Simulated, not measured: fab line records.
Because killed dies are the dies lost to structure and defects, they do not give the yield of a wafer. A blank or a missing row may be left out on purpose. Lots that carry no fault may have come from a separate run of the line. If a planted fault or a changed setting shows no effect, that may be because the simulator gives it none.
The tool behind it: which one? | flow gf180mcu | 36 wafers from 12 lots sampled at 6 of the route's 602 steps

WHAT THE GAUGES READ, wafer by wafer
GF_HV_LDD_OVL_MEAS_08.
lot  | measured     | on         | HV_LDD_OVL (nm)
L501 | day 10 05:11 | overlay-02 | -0.9 -2.4 -1.5
L502 | day 10 21:11 | overlay-01 | 3.8 1.5 3.4
L503 | day 11 02:52 | overlay-01 | 1.8 0.7 1.0
L505 | day 11 23:55 | overlay-02 | 3.0 3.0 2.4
L506 | day 11 23:46 | overlay-01 | -0.9 0.5 -0.1
L508 | day 12 11:08 | overlay-01 | 0.7 1.9 1.3
L510 | day 13 05:59 | overlay-02 | -0.6 -1.4 -0.7
L516 | day 14 15:22 | overlay-01 | 1.3 1.0 1.0
L518 | day 15 08:56 | overlay-02 | 0.3 1.4 1.4
L519 | day 15 20:20 | overlay-02 | -2.5 -1.3 -1.3
L520 | day 16 02:31 | overlay-01 | -1.9 1.3 -1.4
L522 | day 16 20:22 | overlay-02 | -1.5 -2.4 -0.8

GF_HV_LDD_TW_MEAS_23.
lot  | measured     | on            | HV_LDD_2_TW
L501 | day 10 23:43 | film_metro-02 | 1051 1046 1051
L502 | day 11 15:32 | film_metro-02 | 1062 1051 1051
L503 | day 11 21:16 | film_metro-01 | 1058 1056 1065
L505 | day 12 20:10 | film_metro-01 | 1055 1058 1067
L506 | day 12 19:56 | film_metro-01 | 1059 1066 1060
L508 | day 13 06:56 | film_metro-01 | 1060 1062 1060
L510 | day 14 02:34 | film_metro-03 | 1058 1052 1056
L516 | day 15 13:23 | film_metro-02 | 1048 1056 1048
L518 | day 16 07:48 | film_metro-01 | 1062 1069 1055
L519 | day 16 18:01 | film_metro-02 | 1049 1042 1050
L520 | day 17 00:10 | film_metro-03 | 1062 1061 1061
L522 | day 17 18:44 | film_metro-02 | 1054 1052 1051

GF_HV_LDD_TW_MEAS_38.
lot  | measured     | on            | HV_LDD_3_TW
L501 | day 11 19:07 | film_metro-02 | 1439 1431 1431
L502 | day 12 10:59 | film_metro-02 | 1435 1427 1435
L503 | day 12 17:04 | film_metro-03 | 1436 1434 1439
L505 | day 13 16:20 | film_metro-02 | 1419 1415 1408
L506 | day 13 16:02 | film_metro-02 | 1415 1409 1422
L508 | day 14 04:14 | film_metro-01 | 1438 1439 1430
L510 | day 15 00:07 | film_metro-03 | 1436 1430 1438
L516 | day 16 12:25 | film_metro-03 | 1436 1443 1435
L518 | day 17 06:07 | film_metro-02 | 1421 1427 1428
L519 | day 17 16:34 | film_metro-03 | 1369 1363 1376
L520 | day 18 00:10 | film_metro-03 | 1370 1366 1376
L522 | day 18 18:54 | film_metro-02 | 1441 1439 1435

GF_HV_LDD_RS_MEAS_53: measures by four-point-probe.
lot  | measured     | on            | HV_LDD_RS (ohm/sq)
L501 | day 12 14:48 | film_metro-03 | 418.8 418.8 418.4
L502 | day 13 06:49 | film_metro-02 | 416.9 417.4 417.7
L503 | day 13 12:56 | film_metro-03 | 418.6 418.2 417.4
L505 | day 14 13:59 | film_metro-03 | 418.2 418.9 417.7
L506 | day 14 13:14 | film_metro-01 | 418.0 418.9 418.5
L508 | day 15 01:47 | film_metro-02 | 418.6 417.1 418.8
L510 | day 15 22:25 | film_metro-01 | 417.5 417.8 418.7
L516 | day 17 10:50 | film_metro-02 | 418.6 417.3 417.6
L518 | day 18 05:34 | film_metro-03 | 418.9 417.0 417.2
L519 | day 18 16:08 | film_metro-02 | 431.2 431.0 430.1
L520 | day 18 23:43 | film_metro-03 | 430.8 429.1 429.4
L522 | day 19 19:43 | film_metro-02 | 419.6 419.0 418.6

TOOL THAT RAN EACH LOT (tool first, then ch and the chambers of the sampled wafers, then the start)
lot  | GF_VT_IMPLANT_STRIP_20               | GF_HV_LDD_IMPLANT_36
L501 | plasma_asher-01 ch 1, day 6 11:26    | implanter-01 ch 0, day 11 18:53
L502 | plasma_asher-01 ch 0,1, day 7 00:43  | implanter-03 ch 0, day 12 10:46
L503 | plasma_asher-03 ch 0, day 7 05:23    | implanter-01 ch 0, day 12 16:49
L505 | plasma_asher-03 ch 0,1, day 7 20:53  | implanter-01 ch 0, day 13 16:05
L506 | plasma_asher-01 ch 0,1, day 7 21:11  | implanter-04 ch 0, day 13 15:47
L508 | plasma_asher-02 ch 0,1, day 8 08:16  | implanter-04 ch 0, day 14 04:02
L510 | plasma_asher-03 ch 1, day 9 02:52    | implanter-01 ch 0, day 14 23:53
L516 | plasma_asher-02 ch 0,1, day 10 08:46 | implanter-01 ch 0, day 16 12:10
L518 | plasma_asher-01 ch 0,1, day 10 21:58 | implanter-01 ch 0, day 17 05:53
L519 | plasma_asher-02 ch 0,1, day 11 05:16 | implanter-04 ch 0, day 17 16:20
L520 | plasma_asher-01 ch 0,1, day 11 11:52 | implanter-04 ch 0, day 17 23:56
L522 | plasma_asher-01 ch 0,1, day 12 03:19 | implanter-01 ch 0, day 18 18:39
- GF_VT_IMPLANT_STRIP_20: strips in O2/N2.
- GF_HV_LDD_IMPLANT_36

AS READ BY THE TOOLS THEMSELVES (means over the sampled wafers that have a number; for cases with no such wafer, the mark the record gives instead)
GF_VT_IMPLANT_STRIP_20.
lot  | tool            | drypump_motor_current_A (A) | heater_power_w (W) | oes_product_au (a.u.) | strip_time_to_endpoint_s (s)
L501 | plasma_asher-01 | 5.6                         | 390                | 0.715                 | 12.71
L502 | plasma_asher-01 | 5.5                         | 367                | 0.717                 | 12.63
L503 | plasma_asher-03 | 5.4                         | 365                | 0.715                 | 12.65
L505 | plasma_asher-03 | 5.5                         | 363                | 0.715                 | 12.65
L506 | plasma_asher-01 | 5.5                         | 363                | 0.713                 | 12.70
L508 | plasma_asher-02 | 5.9                         | 310                | 0.714                 | 12.64
L510 | plasma_asher-03 | 5.8                         | 364                | 0.715                 | 12.70
L516 | plasma_asher-02 | 5.4                         | 311                | 0.722                 | 12.69
L518 | plasma_asher-01 | 5.5                         | 370                | 0.719                 | 12.69
L519 | plasma_asher-02 | 5.8                         | 320                | 0.719                 | 12.70
L520 | plasma_asher-01 | 5.4                         | 339                | 0.714                 | 12.63
L522 | plasma_asher-01 | 5.4                         | 340                | 0.717                 | 12.71

GF_HV_LDD_IMPLANT_36.
lot  | tool         | dose_ions_cm2 | faraday_current_uA
L501 | implanter-01 | 7.502e+12     | 42.3
L502 | implanter-03 | 7.509e+12     | 42.4
L503 | implanter-01 | 7.504e+12     | 42.4
L505 | implanter-01 | 7.500e+12     | 42.3
L506 | implanter-04 | 7.492e+12     | 42.1
L508 | implanter-04 | 7.500e+12     | 42.3
L510 | implanter-01 | 7.502e+12     | 42.6
L516 | implanter-01 | 7.499e+12     | 41.1
L518 | implanter-01 | 7.503e+12     | 42.1
L519 | implanter-04 | 3.263e+12     | 18.5
L520 | implanter-04 | 3.254e+12     | 18.4
L522 | implanter-01 | 7.504e+12     | 42.6

THE ANSWER, worked out from the rows above alone
Rule: usual is defined by the lots themselves. The widest of any qualifying gaps counts: lots, ordered by their means at a reading, are off when they make up no more than a third of the lots, leave a main group of 4 or more, and stand apart from it by 3 or more times the standard deviation of that group's means. A main group whose means are all the same, to the digits that the tables above print for the reading, isn't used. A lot without any number at a reading at which 4 lots or more have one is off too. Where the step has rows for the other lots, those lots are counted as sound. The gauges are gone through in route order, then the tools' own readings, and for those a lot's mean is taken as printed above. The first step at which some lot is off is used, and at that step the reading that is off furthest; a lot without a number counts as furthest.
Off: at GF_HV_LDD_TW_MEAS_38 (HV_LDD_3_TW), L519, L520. The main group has a mean of 1430 with a standard deviation of 8.6.
If a tool, at a process step before that reading, ran all the lots that are off and no sound lot after the first of them, it fits. Not tried: the gauges at GF_HV_LDD_TW_MEAS_38; whatever is off there is also off at GF_HV_LDD_IMPLANT_36, on other tools, and gauge error can't account for it. One fits: GF_HV_LDD_IMPLANT_36 on implanter-04. Its last sound lot is L508 (day 14 04:02), its first lot that is off L519 (day 17 16:20): a fault that began between those two fits.
The tool's own readings at GF_HV_LDD_IMPLANT_36 bear it out: on the lots that are off they differ by more than 5 times the standard deviation of the sound lots' means. dose_ions_cm2 reads 3.258e+12 there against 7.502e+12 on the sound lots; faraday_current_uA reads 18.4 there against 42.2 on the sound lots.

WHAT HAD BEEN PUT IN BY THE SIMULATOR
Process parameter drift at GF_HV_LDD_IMPLANT_36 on implanter-04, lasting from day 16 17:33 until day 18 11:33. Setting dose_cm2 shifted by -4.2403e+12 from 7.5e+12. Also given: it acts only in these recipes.
Lots struck among those shown: L519, L520. The rule given above showed the same thing.
